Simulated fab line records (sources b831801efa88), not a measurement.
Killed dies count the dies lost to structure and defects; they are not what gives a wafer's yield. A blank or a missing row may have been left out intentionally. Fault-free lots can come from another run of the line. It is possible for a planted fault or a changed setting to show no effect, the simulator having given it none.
Matching of chambers | flow sky130 | SKY_POLY_CUT_ETCH_11 on rie-diel-01: 4 sister chambers
The step etches Si3N4 in CF4/CH2F2/Ar, stops on poly-Si, time 42.5 s, target depth 60 nm. 4 wafers are shown with their chamber, then 7 later ones without.

## WAFERS WITH THEIR CHAMBER
wafer  | chamber | drypump-motor-current-A (A)
L202.2 | 2       | 6.25
L206.2 | 0       | 5.82
L208.4 | 3       | 5.41
L218.3 | 1       | 5.58

## WAFERS MISSING THEIR CHAMBER
wafer  | drypump-motor-current-A (A)
L218.4 | 5.83
L221.1 | 5.41
L221.3 | 5.86
L221.5 | 5.40
L222.2 | 5.81
L222.3 | 5.40
L222.4 | 6.23

## THE CHAMBER EACH PASSED THROUGH
wafer  | from the rows above | in truth
L218.4 | 0                   | 0
L221.1 | 3                   | 3
L221.3 | 0                   | 0
L221.5 | 3                   | 3
L222.2 | 0                   | 0
L222.3 | 3                   | 3
L222.4 | 2                   | 2
Correctly placed: 7 of 7. Number that these rows cannot place: 0. Wrongly placed: 0.
How it was worked out, from the rows above alone: a wafer's distance from a chamber is the root of the sum, over the readings, of the square of ((its reading less the chamber's mean) divided by the reading's scatter). If the next closest chamber is less than 2 further off than the closest, the wafer can't be placed; otherwise it belongs to the closest. A chamber's mean is the mean of its shown wafers. The scatter: with one shown wafer a chamber, the root of the mean of the squares of how far each hidden wafer lies from its nearest shown one.
